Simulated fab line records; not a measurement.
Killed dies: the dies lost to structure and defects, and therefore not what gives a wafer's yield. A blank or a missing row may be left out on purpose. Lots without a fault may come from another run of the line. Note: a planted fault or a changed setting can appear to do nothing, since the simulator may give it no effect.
Which tool was responsible? || flow gf180mcu || 13 lots, 37 wafers sampled, at 6 steps of a route of 602

## WHAT THE GAUGES SHOWED, per wafer
GF_LVPWELL_TW_MEAS_11.
{"lot": "L143", "measured": "day 3 22:15", "on": "film-metro-02", "LVPWELL_TW": "569 568 566"}
{"lot": "L146", "measured": "day 4 13:00", "on": "film-metro-01", "LVPWELL_TW": "561 562 562"}
{"lot": "L147", "measured": "day 4 20:27", "on": "film-metro-02", "LVPWELL_TW": "571 570 572"}
{"lot": "L148", "measured": "day 5 04:30", "on": "film-metro-02", "LVPWELL_TW": "571 574 571"}
{"lot": "L149", "measured": "day 5 05:58", "on": "film-metro-02", "LVPWELL_TW": "569 571 571"}
{"lot": "L152", "measured": "day 6 02:20", "on": "film-metro-04", "LVPWELL_TW": "545 559"}
{"lot": "L153", "measured": "day 6 05:10", "on": "film-metro-04", "LVPWELL_TW": "558 559 560"}
{"lot": "L154", "measured": "day 6 12:00", "on": "film-metro-01", "LVPWELL_TW": "558 543"}
{"lot": "L160", "measured": "day 7 20:43", "on": "film-metro-04", "LVPWELL_TW": "562 564 563"}
{"lot": "L161", "measured": "day 8 01:21", "on": "film-metro-01", "LVPWELL_TW": "560 557 558"}
{"lot": "L164", "measured": "day 8 19:42", "on": "film-metro-02", "LVPWELL_TW": "571 573 571"}
{"lot": "L165", "measured": "day 8 23:30", "on": "film-metro-02", "LVPWELL_TW": "575 579 574"}
{"lot": "L166", "measured": "day 9 05:25", "on": "film-metro-04", "LVPWELL_TW": "560 559 561"}

GF_MVPSD_OVL_MEAS_07.
{"lot": "L143", "measured": "day 5 01:46", "on": "overlay-01", "MVPSD_OVL (nm)": "-0.5 -1.0 -0.1"}
{"lot": "L146", "measured": "day 5 16:43", "on": "overlay-02", "MVPSD_OVL (nm)": "1.3 2.1 1.7"}
{"lot": "L147", "measured": "day 6 00:46", "on": "overlay-01", "MVPSD_OVL (nm)": "1.0 2.5 0.9"}
{"lot": "L148", "measured": "day 6 09:13", "on": "overlay-02", "MVPSD_OVL (nm)": "1.3 2.7 1.3"}
{"lot": "L149", "measured": "day 6 11:14", "on": "overlay-02", "MVPSD_OVL (nm)": "2.0 1.9 3.4"}
{"lot": "L152", "measured": "day 7 08:59", "on": "overlay-01", "MVPSD_OVL (nm)": "1.5 -0.1"}
{"lot": "L153", "measured": "day 7 12:43", "on": "overlay-01", "MVPSD_OVL (nm)": "-0.6 -2.6 -1.3"}
{"lot": "L154", "measured": "day 7 20:04", "on": "overlay-01", "MVPSD_OVL (nm)": "1.6 2.4"}
{"lot": "L160", "measured": "day 9 05:37", "on": "overlay-02", "MVPSD_OVL (nm)": "1.9 2.7 1.5"}
{"lot": "L161", "measured": "day 9 10:28", "on": "overlay-02", "MVPSD_OVL (nm)": "-1.3 -1.2 0.8"}
{"lot": "L164", "measured": "day 10 06:16", "on": "overlay-02", "MVPSD_OVL (nm)": "0.0 -1.0 0.3"}
{"lot": "L165", "measured": "day 10 10:04", "on": "overlay-02", "MVPSD_OVL (nm)": "1.6 0.9 -0.1"}
{"lot": "L166", "measured": "day 10 15:50", "on": "overlay-01", "MVPSD_OVL (nm)": "0.7 -0.5 0.2"}

GF_VT_IMPLANT_OVL_MEAS_07.
{"lot": "L143", "measured": "day 5 15:37", "on": "overlay-02", "VT_IMPLANT_OVL (nm)": "-1.5 -1.7 -0.5"}
{"lot": "L146", "measured": "day 6 07:31", "on": "overlay-02", "VT_IMPLANT_OVL (nm)": "1.0 3.5 2.5"}
{"lot": "L147", "measured": "day 6 15:22", "on": "overlay-02", "VT_IMPLANT_OVL (nm)": "-0.8 -1.4 -0.2"}
{"lot": "L148", "measured": "day 7 00:31", "on": "overlay-01", "VT_IMPLANT_OVL (nm)": "0.8 1.9 -0.5"}
{"lot": "L149", "measured": "day 7 02:26", "on": "overlay-02", "VT_IMPLANT_OVL (nm)": "0.0 0.9 0.4"}
{"lot": "L152", "measured": "day 8 00:41", "on": "overlay-01", "VT_IMPLANT_OVL (nm)": "-0.8 1.8"}
{"lot": "L153", "measured": "day 8 05:28", "on": "overlay-02", "VT_IMPLANT_OVL (nm)": "0.3 0.3 -2.5"}
{"lot": "L154", "measured": "day 8 11:55", "on": "overlay-02", "VT_IMPLANT_OVL (nm)": "-1.3 -3.2"}
{"lot": "L160", "measured": "day 9 22:58", "on": "overlay-02", "VT_IMPLANT_OVL (nm)": "1.7 -2.0 -1.3"}
{"lot": "L161", "measured": "day 10 03:49", "on": "overlay-01", "VT_IMPLANT_OVL (nm)": "0.7 -1.2 -2.3"}
{"lot": "L164", "measured": "day 11 00:52", "on": "overlay-01", "VT_IMPLANT_OVL (nm)": "0.5 1.7 1.1"}
{"lot": "L165", "measured": "day 11 04:34", "on": "overlay-02", "VT_IMPLANT_OVL (nm)": "4.2 3.0 3.4"}
{"lot": "L166", "measured": "day 11 10:02", "on": "overlay-01", "VT_IMPLANT_OVL (nm)": "-1.2 -1.7 -2.8"}

GF_VT_IMPLANT_RS_MEAS_48: measures by four-point-probe.
{"lot": "L143", "measured": "day 7 14:18", "on": "film-metro-01", "LVPWELL_RS (ohm/sq)": "1196.3 1193.9 1194.8"}
{"lot": "L146", "measured": "day 8 07:30", "on": "film-metro-02", "LVPWELL_RS (ohm/sq)": "1196.1 1194.2 1193.9"}
{"lot": "L147", "measured": "day 8 15:45", "on": "film-metro-01", "LVPWELL_RS (ohm/sq)": "1195.7 1192.9 1193.2"}
{"lot": "L148", "measured": "day 9 00:46", "on": "film-metro-02", "LVPWELL_RS (ohm/sq)": "1191.3 1190.7 1191.2"}
{"lot": "L149", "measured": "day 9 04:03", "on": "film-metro-02", "LVPWELL_RS (ohm/sq)": "1193.4 1199.6 1193.8"}
{"lot": "L152", "measured": "day 10 03:20", "on": "film-metro-02", "LVPWELL_RS (ohm/sq)": "1256.2 1195.2"}
{"lot": "L153", "measured": "day 10 08:32", "on": "film-metro-02", "LVPWELL_RS (ohm/sq)": "1195.7 1194.1 1197.6"}
{"lot": "L154", "measured": "day 10 16:51", "on": "film-metro-02", "LVPWELL_RS (ohm/sq)": "1191.9 1253.6"}
{"lot": "L160", "measured": "day 12 06:43", "on": "film-metro-02", "LVPWELL_RS (ohm/sq)": "1197.9 1194.5 1196.5"}
{"lot": "L161", "measured": "day 12 12:03", "on": "film-metro-04", "LVPWELL_RS (ohm/sq)": "1197.5 1196.7 1200.1"}
{"lot": "L164", "measured": "day 13 11:15", "on": "film-metro-01", "LVPWELL_RS (ohm/sq)": "1197.5 1197.0 1197.8"}
{"lot": "L165", "measured": "day 13 17:12", "on": "film-metro-01", "LVPWELL_RS (ohm/sq)": "1195.1 1194.5 1196.4"}
{"lot": "L166", "measured": "day 13 22:24", "on": "film-metro-01", "LVPWELL_RS (ohm/sq)": "1194.6 1191.4 1194.8"}

## WHAT TOOL EACH LOT RAN ON (gives the tool, then ch and the chambers of the sampled wafers, and finally the start)
{"lot": "L143", "GF_LVPWELL_IMPLANT_08": "implanter-04 ch 0, day 3 21:51", "GF_VT_IMPLANT_STRIP_20": "plasma-asher-01 ch 0,1, day 6 06:42"}
{"lot": "L146", "GF_LVPWELL_IMPLANT_08": "implanter-03 ch 0, day 4 12:36", "GF_VT_IMPLANT_STRIP_20": "plasma-asher-04 ch 0,1, day 6 22:48"}
{"lot": "L147", "GF_LVPWELL_IMPLANT_08": "implanter-04 ch 0, day 4 20:03", "GF_VT_IMPLANT_STRIP_20": "plasma-asher-01 ch 0,1, day 7 07:12"}
{"lot": "L148", "GF_LVPWELL_IMPLANT_08": "implanter-03 ch 0, day 5 04:06", "GF_VT_IMPLANT_STRIP_20": "plasma-asher-04 ch 0,1, day 7 16:06"}
{"lot": "L149", "GF_LVPWELL_IMPLANT_08": "implanter-04 ch 0, day 5 05:36", "GF_VT_IMPLANT_STRIP_20": "plasma-asher-01 ch 0,1, day 7 18:14"}
{"lot": "L152", "GF_LVPWELL_IMPLANT_08": "implanter-04 ch 0, day 6 02:00", "GF_VT_IMPLANT_STRIP_20": "plasma-asher-04 ch 0,1, day 8 16:58"}
{"lot": "L153", "GF_LVPWELL_IMPLANT_08": "implanter-03 ch 0, day 6 04:47", "GF_VT_IMPLANT_STRIP_20": "plasma-asher-02 ch 0,1, day 8 22:15"}
{"lot": "L154", "GF_LVPWELL_IMPLANT_08": "implanter-04 ch 0, day 6 11:36", "GF_VT_IMPLANT_STRIP_20": "plasma-asher-02 ch 0, day 9 05:24"}
{"lot": "L160", "GF_LVPWELL_IMPLANT_08": "implanter-03 ch 0, day 7 20:19", "GF_VT_IMPLANT_STRIP_20": "plasma-asher-02 ch 1, day 10 16:30"}
{"lot": "L161", "GF_LVPWELL_IMPLANT_08": "implanter-03 ch 0, day 8 00:57", "GF_VT_IMPLANT_STRIP_20": "plasma-asher-02 ch 0,1, day 10 21:42"}
{"lot": "L164", "GF_LVPWELL_IMPLANT_08": "implanter-03 ch 0, day 8 19:18", "GF_VT_IMPLANT_STRIP_20": "plasma-asher-04 ch 0,1, day 11 19:24"}
{"lot": "L165", "GF_LVPWELL_IMPLANT_08": "implanter-02 ch 0, day 8 23:06", "GF_VT_IMPLANT_STRIP_20": "plasma-asher-01 ch 0,1, day 12 00:12"}
{"lot": "L166", "GF_LVPWELL_IMPLANT_08": "implanter-02 ch 0, day 9 05:03", "GF_VT_IMPLANT_STRIP_20": "plasma-asher-02 ch 0,1, day 12 05:23"}
- GF_LVPWELL_IMPLANT_08
- GF_VT_IMPLANT_STRIP_20: strips in O2/N2.

## AS READ BY THE TOOLS THEMSELVES (means over the sampled wafers that have a number; for cases with no such wafer, the mark the record gives instead)
GF_LVPWELL_IMPLANT_08.
{"lot": "L143", "tool": "implanter-04", "tilt-deg (degrees)": -0.007}
{"lot": "L146", "tool": "implanter-03", "tilt-deg (degrees)": -0.009}
{"lot": "L147", "tool": "implanter-04", "tilt-deg (degrees)": -0.009}
{"lot": "L148", "tool": "implanter-03", "tilt-deg (degrees)": -0.006}
{"lot": "L149", "tool": "implanter-04", "tilt-deg (degrees)": -0.016}
{"lot": "L152", "tool": "implanter-04", "tilt-deg (degrees)": -0.013}
{"lot": "L153", "tool": "implanter-03", "tilt-deg (degrees)": 0.014}
{"lot": "L154", "tool": "implanter-04", "tilt-deg (degrees)": -0.026}
{"lot": "L160", "tool": "implanter-03", "tilt-deg (degrees)": -0.014}
{"lot": "L161", "tool": "implanter-03", "tilt-deg (degrees)": 0.008}
{"lot": "L164", "tool": "implanter-03", "tilt-deg (degrees)": -0.015}
{"lot": "L165", "tool": "implanter-02", "tilt-deg (degrees)": -0.010}
{"lot": "L166", "tool": "implanter-02", "tilt-deg (degrees)": -0.009}

GF_VT_IMPLANT_STRIP_20.
{"lot": "L143", "tool": "plasma-asher-01", "chamber-pressure-mTorr (mTorr)": 1500.8, "drypump-motor-current-A (A)": 5.8, "heater-power-w (W)": 352, "oes-product-au (a.u.)": 0.719, "strip-time-to-endpoint-s (s)": 12.611}
{"lot": "L146", "tool": "plasma-asher-04", "chamber-pressure-mTorr (mTorr)": 1500.8, "drypump-motor-current-A (A)": 5.8, "heater-power-w (W)": 364, "oes-product-au (a.u.)": 0.710, "strip-time-to-endpoint-s (s)": 12.619}
{"lot": "L147", "tool": "plasma-asher-01", "chamber-pressure-mTorr (mTorr)": 1500.0, "drypump-motor-current-A (A)": 5.9, "heater-power-w (W)": 334, "oes-product-au (a.u.)": 0.717, "strip-time-to-endpoint-s (s)": 12.610}
{"lot": "L148", "tool": "plasma-asher-04", "chamber-pressure-mTorr (mTorr)": 1498.9, "drypump-motor-current-A (A)": 5.7, "heater-power-w (W)": 364, "oes-product-au (a.u.)": 0.717, "strip-time-to-endpoint-s (s)": 12.687}
{"lot": "L149", "tool": "plasma-asher-01", "chamber-pressure-mTorr (mTorr)": 1499.3, "drypump-motor-current-A (A)": 5.8, "heater-power-w (W)": 347, "oes-product-au (a.u.)": 0.716, "strip-time-to-endpoint-s (s)": 12.612}
{"lot": "L152", "tool": "plasma-asher-04", "chamber-pressure-mTorr (mTorr)": 1498.2, "drypump-motor-current-A (A)": 5.6, "heater-power-w (W)": 364, "oes-product-au (a.u.)": 0.716, "strip-time-to-endpoint-s (s)": 12.628}
{"lot": "L153", "tool": "plasma-asher-02", "chamber-pressure-mTorr (mTorr)": 1501.1, "drypump-motor-current-A (A)": 6.2, "heater-power-w (W)": 328, "oes-product-au (a.u.)": 0.713, "strip-time-to-endpoint-s (s)": 12.619}
{"lot": "L154", "tool": "plasma-asher-02", "chamber-pressure-mTorr (mTorr)": 1499.0, "drypump-motor-current-A (A)": 6.3, "heater-power-w (W)": 321, "oes-product-au (a.u.)": 0.721, "strip-time-to-endpoint-s (s)": 12.614}
{"lot": "L160", "tool": "plasma-asher-02", "chamber-pressure-mTorr (mTorr)": 1498.7, "drypump-motor-current-A (A)": 5.7, "heater-power-w (W)": 350, "oes-product-au (a.u.)": 0.715, "strip-time-to-endpoint-s (s)": 12.612}
{"lot": "L161", "tool": "plasma-asher-02", "chamber-pressure-mTorr (mTorr)": 1500.8, "drypump-motor-current-A (A)": 5.9, "heater-power-w (W)": 338, "oes-product-au (a.u.)": 0.713, "strip-time-to-endpoint-s (s)": 12.610}
{"lot": "L164", "tool": "plasma-asher-04", "chamber-pressure-mTorr (mTorr)": 1501.5, "drypump-motor-current-A (A)": 5.5, "heater-power-w (W)": 370, "oes-product-au (a.u.)": 0.719, "strip-time-to-endpoint-s (s)": 12.606}
{"lot": "L165", "tool": "plasma-asher-01", "chamber-pressure-mTorr (mTorr)": 1499.9, "drypump-motor-current-A (A)": 5.9, "heater-power-w (W)": 333, "oes-product-au (a.u.)": 0.714, "strip-time-to-endpoint-s (s)": 12.638}
{"lot": "L166", "tool": "plasma-asher-02", "chamber-pressure-mTorr (mTorr)": 1498.8, "drypump-motor-current-A (A)": 6.1, "heater-power-w (W)": 329, "oes-product-au (a.u.)": 0.717, "strip-time-to-endpoint-s (s)": 12.579}

## THE ANSWER, worked out from the rows above alone
Rule: the lots themselves supply what counts as usual. The widest of any qualifying gaps counts: lots, ordered by their means at a reading, are off when they make up no more than a third of the lots, leave a main group of 4 or more, and stand apart from it by 3 or more times the standard deviation of that group's means. A main group is skipped when, at the precision printed for the reading in the tables above, its means are all equal. A lot without any number at a reading at which 4 lots or more have one is off too. Where the step has rows for the other lots, those lots are counted as sound. First the gauges in route order, then the tools' own readings, where a lot's mean is used as printed above. At the first step where some lot is off, the reading lying furthest off is the one used; lots without a number count as furthest.
Off: L152, L154, seen at GF_VT_IMPLANT_RS_MEAS_48 (LVPWELL_RS). For the main group the mean is 1195.2 ohm/sq and the standard deviation 1.8.
A tool fits if, at a process step before that reading, it ran every lot that is off, and no sound lot after the first of them. Those tools and the gauges at GF_VT_IMPLANT_RS_MEAS_48 are tried in the same way. One candidate fits, namely implanter-04 at GF_LVPWELL_IMPLANT_08. Its last sound lot is L149 (day 5 05:36), its first lot that is off L152 (day 6 02:00): a fault that began between those two fits.

## WHAT WAS PUT IN BY THE SIMULATOR
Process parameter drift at GF_LVPWELL_IMPLANT_08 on implanter-04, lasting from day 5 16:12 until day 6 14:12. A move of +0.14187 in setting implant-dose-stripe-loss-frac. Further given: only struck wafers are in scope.
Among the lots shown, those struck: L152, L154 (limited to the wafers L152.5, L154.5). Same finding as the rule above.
